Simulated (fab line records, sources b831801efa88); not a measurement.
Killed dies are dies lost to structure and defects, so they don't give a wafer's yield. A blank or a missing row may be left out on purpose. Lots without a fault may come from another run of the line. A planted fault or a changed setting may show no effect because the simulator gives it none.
A struck lot beside a sound one | flow sky130 | 15 steps out of a route of 708
Sound: wafers L574.1, L574.4, L574.6. Struck: wafers L583.2, L583.3, L583.5. The cause comes at the end.
At each step with rows: each side's tool, then ch and its chambers, then its first start. Under that, the readings that differ: sound wafers | struck wafers | difference of the means | sigmas: that difference in standard deviations of wafers without a fault.
alike: readings whose means differ by less than 2 such deviations, and words and numbers that are the same on both sides. not compared: withheld readings, readings that some wafer has no value for, bounds like >300 that may hide the same value, and numbers for which the record gives no deviation and whose values overlap.
The two part at a step that has a row with sigmas, a row that says differs or no value, or rows on one side only. Numbers that don't overlap but have no deviation are shown without sigmas and don't part them. A reading that every wafer of one side lacks parts them only if that side has two wafers or more.

first, 5 steps without rows for these wafers: SKY_VIA4_COAT_06 (resist thk 1140 nm); SKY_VIA4_SOFTBAKE_07 (time 60 s); SKY_VIA4_EXPOSE_08 (exposes mask VIM4, target cd 800 nm); SKY_VIA4_PEB_09; SKY_VIA4_DEVELOP_10 (develop time 60 s).
SKY_VIA4_OVL_MEAS_11:
  sound on overlay-02, day 43 20:07; struck on overlay-02, day 46 21:44
  alike: VIA4_OVL
SKY_VIA4_ETCH_12: etches SiO2 in C4F8/O2/Ar, stops on TiN, target depth 580 nm.
  sound on rie_diel-01 ch 2,3, day 43 20:09; struck on rie_diel-01 ch 1,3, day 46 21:46
  alike: oes_product_au
SKY_VIA4_STRIP_13: strips in O2/N2.
  sound on plasma_asher-04 ch 0,1, day 43 20:13; struck on plasma_asher-04 ch 0, day 46 21:50
  alike: drypump_motor_current_A, oes_product_au, strip_time_to_endpoint_s
  not compared: rf_hours_counter_h
then, 3 steps without rows for these wafers: SKY_VIA4_STRIP_14 (strips in post etch residue remover, time 1200 s); SKY_VIA4_CLEAN_15 (cleans in IPA, time 180 s); SKY_VIA4_CLEAN_16 (cleans in O3/DIW).
SKY_VIA4_SPUTTER_17: material TiN, target thk 20 nm, time 80 s.
  sound on pvd_sputter-04, day 43 20:49; struck on pvd_sputter-02, day 46 22:31
  alike: throttle_valve_pct
SKY_VIA4_CVD_18: deposits W, target thk 505 nm, time 152.14 s.
  sound on cvd_w-01 ch 0,1, day 43 20:53; struck on cvd_w-01 ch 0,1, day 46 22:35
  reading                      | sound             | struck            | difference | sigmas
  chamber_pressure_Torr (Torr) | 40.00 39.97 39.92 | 41.73 41.80 41.73 | +1.79      | +18
  alike: heater_power_w, susceptor_temp_C
SKY_VIA4_RS_MEAS_19: measures by four-point-probe.
  sound on film_metro-02, day 43 21:02; struck on film_metro-03, day 46 22:46
  alike: VIA4_W_RS
-- the record jumps here: 3 days lie between the struck wafers' starts before and after (it left off in module VIA4 and takes up again in module PAD_OPEN, whose first step shown is number 708 of the route) --
SKY_PAD_OPEN_PROBE_99:
  the record has rows for the struck wafers here (prober-02, day 49 11:46) and none for the sound ones

WHERE THEY PART
First at SKY_VIA4_CVD_18; last, within this record, at SKY_PAD_OPEN_PROBE_99.

WHY: what the simulator had put in
Process parameter drift: cvd_w-01, from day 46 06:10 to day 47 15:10, at SKY_VIA4_CVD_18. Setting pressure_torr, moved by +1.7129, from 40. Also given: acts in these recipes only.
